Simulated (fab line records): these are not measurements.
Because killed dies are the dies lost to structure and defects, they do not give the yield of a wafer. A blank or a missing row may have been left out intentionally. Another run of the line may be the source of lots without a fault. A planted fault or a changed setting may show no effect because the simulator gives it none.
A struck lot beside a sound one + flow sky130 + 28 steps out of a route of 708
Sound: the wafers L999.1, L999.4, L999.5. Struck: wafers L986.2, L986.6. (L986.5 of the same lot was not struck and is left out.) The cause comes at the end.
For every step that has rows: the tool of each side, followed by ch and its chambers, followed by its first start. Under that, the readings that differ: sound wafers + struck wafers + difference of the means + sigmas: that difference in standard deviations of wafers without a fault.
alike: a reading whose means differ by less than 2 such deviations, as well as words and numbers matching on both sides. not compared: withheld readings; readings where some wafer has no value; bounds like >300 that might hide an equal value; numbers whose values overlap and for which the record gives no deviation.
A row with sigmas, a row that says differs or no value, or rows on one side alone: a step with any of these is where the two part. Non-overlapping numbers with no deviation appear without sigmas and do not part them. A reading that every wafer of one side lacks parts them only if that side has two wafers or more.

first, 6 steps without rows for these wafers: SKY_SD_N_IMPLANT_09; SKY_SD_N_IMPLANT_10; SKY_SD_N_STRIP_11 (strips in O2/N2); SKY_SD_N_CLEAN_13 (cleans in SC1/SC2, time 150 s); SKY_SD_N_RTA_14 (time 2 s); SKY_SALICIDE_CLEAN_00 (cleans in HF-last, time 30 s).
SKY_LI_CONTACT_HDPCVD_00: deposits PSG, target thk 930 nm, time 155 s.
  sound on hdpcvd-01 ch 0,1, day 34 04:05; struck on hdpcvd-01 ch 0, day 30 15:53
| reading                                       | sound             | struck      | difference | sigmas |
|-----------------------------------------------|-------------------|-------------|------------|--------|
| model.PSG_of_LI_CONTACT_HDPCVD_00.thk nm (nm) | 936.6 931.9 949.7 | 379.6 373.9 | -562.6     |        |
SKY_LI_CONTACT_THK_MEAS_01:
  sound on film metro-04, day 34 04:11; struck on film metro-03, day 30 15:59
| reading                    | sound       | struck  | difference | sigmas |
|----------------------------|-------------|---------|------------|--------|
| LI_CONTACT_HDPCVD_THK (nm) | 936 932 950 | 380 374 | -562       | -69    |
SKY_LI_CONTACT_CMP_02: polishes PSG.
  sound on cmp-01 ch 0,2,3, day 34 04:18; struck on cmp-01 ch 0,3, day 30 16:11
| reading                | sound    | struck | difference | sigmas |
|------------------------|----------|--------|------------|--------|
| time to endpoint s (s) | 38 30 31 | 4 10   | -26        | -7     |
  alike: motor current A, retaining ring pressure frac, slurry filter dp kPa, slurry flow ml min
then, 9 steps without rows for these wafers: SKY_LI_CONTACT_DEHYDRATE_04 (time 60 s); SKY_LI_CONTACT_HMDS_05 (prime time 60 s); SKY_LI_CONTACT_COAT_06 (resist thk 60 nm); SKY_LI_CONTACT_COAT_07 (resist thk 450 nm); SKY_LI_CONTACT_SOFTBAKE_08 (time 90 s); SKY_LI_CONTACT_EXPOSE_09 (exposes mask LICM1, target cd 170 nm); SKY_LI_CONTACT_PEB_10; SKY_LI_CONTACT_DEVELOP_11 (develop time 60 s); SKY_LI_CONTACT_ETCH_14 (etches BARC in N2/H2, stops on SiO2, time 45.9 s, target depth 60 nm).
SKY_LI_CONTACT_ETCH_15: etches PSG in C4F8/O2/Ar, stops on Si, target depth 600 nm.
  sound on rie diel-03 ch 0,1,2, day 35 07:16; struck on rie diel-01 ch 2,3, day 31 19:37
| reading                                | sound             | struck      | difference | sigmas |
|----------------------------------------|-------------------|-------------|------------|--------|
| oes product au (a.u.)                  | 0.841 0.825 0.833 | 0.671 0.666 | -0.164     | -35    |
| model.LI_CONTACT.feature depth nm (nm) | 598.7 596.8 597.8 | 379.6 373.9 | -221.0     |        |
| model.etch.depth nm (nm)               | 598.7 596.8 597.8 | 379.6 373.9 | -221.0     |        |
then, 6 steps without rows for these wafers: SKY_LI_CONTACT_STRIP_16 (strips in O2/N2); SKY_LI_CONTACT_CLEAN_17 (cleans in NMP, time 600 s); SKY_LI_CONTACT_PRE_CLEAN_18 (time 5.6 s); SKY_LI_CONTACT_SPUTTER_19 (material Ti, target thk 20 nm, time 106.37 s); SKY_LI_CONTACT_SPUTTER_20 (material TiN, target thk 20 nm, time 80 s); SKY_LI_CONTACT_CVD_21 (deposits W, target thk 400 nm, time 120.56 s).
SKY_LI_CONTACT_CMP_24: polishes, stops on PSG, t overpolish 20 s, target thk 0 nm.
  sound on cmp-01 ch 0,1,2, day 35 08:05; struck on cmp-02 ch 0,1, day 31 20:31
| reading                                       | sound             | struck      | difference | sigmas |
|-----------------------------------------------|-------------------|-------------|------------|--------|
| motor current A (A)                           | 12.9 12.6 10.4    | 8.7 9.8     | -2.7       | -2     |
| model.PSG_of_LI_CONTACT_HDPCVD_00.thk nm (nm) | 589.3 587.3 588.3 | 370.1 364.5 | -221.0     |        |
  alike: overpolish run s, retaining ring pressure frac, slurry filter dp kPa, slurry flow ml min, time to endpoint s
then, 1 step without rows for these wafers: SKY_LOCAL_INTERCONNECT_SPUTTER_00 (material TiN, target thk 100 nm, time 83.3 s).
-- a jump in the record: the struck wafers' starts before and after are 16 days apart (it breaks off in module LOCAL_INTERCONNECT and resumes in module PAD_OPEN, where the first step shown is number 708 of the route) --
SKY_PAD_OPEN_PROBE_99:
  sound on prober-01, day 50 00:03; struck on prober-02, day 47 11:56
| reading                                 | sound             | struck      | difference | sigmas |
|-----------------------------------------|-------------------|-------------|------------|--------|
| model.etest.cap li to poly.c af um2     | 98.68 101.6 100.6 | 251.2 267.9 | +159.3     |        |
| model.etest.licon pdiff.rc ohm          | 600.9 588.1 557.8 | 511.1 519   | -67.2      |        |
| model.etest.nfet g5v0d10v5.r on ohm um  | 1854 1898 1860    | 1851 1828   | -31        |        |
| model.etest.licon high po.rc ohm        | 338.4 357.6 338.1 | 301.2 298.2 | -45.0      |        |
| model.etest.licon ndiff.rc ohm          | 180 184.3 181.5   | 148.2 141   | -37.3      |        |
| model.etest.sonos uncharged.r on ohm um | 811 809.1 818.4   | 781.4 773.7 | -35.3      |        |
| model.etest.licon poly.rc ohm           | 153.6 153.6 147.4 | 129.8 128.7 | -22.3      |        |
  alike: killed_at_M0_to_M3, killed_at_M4_up, killed at contacts, killed at front end, killed at other, killed dies, killed open, killed short
  not compared: model.etest.nfet_01v8.r on ohm um

WHERE THEY PART
Last at SKY_LI_CONTACT_CMP_24 as far as this record goes, first at SKY_LI_CONTACT_THK_MEAS_01. Later steps at which nothing parts them and some readings are alike: SKY_PAD_OPEN_PROBE_99.

WHY: what had been put in by the simulator
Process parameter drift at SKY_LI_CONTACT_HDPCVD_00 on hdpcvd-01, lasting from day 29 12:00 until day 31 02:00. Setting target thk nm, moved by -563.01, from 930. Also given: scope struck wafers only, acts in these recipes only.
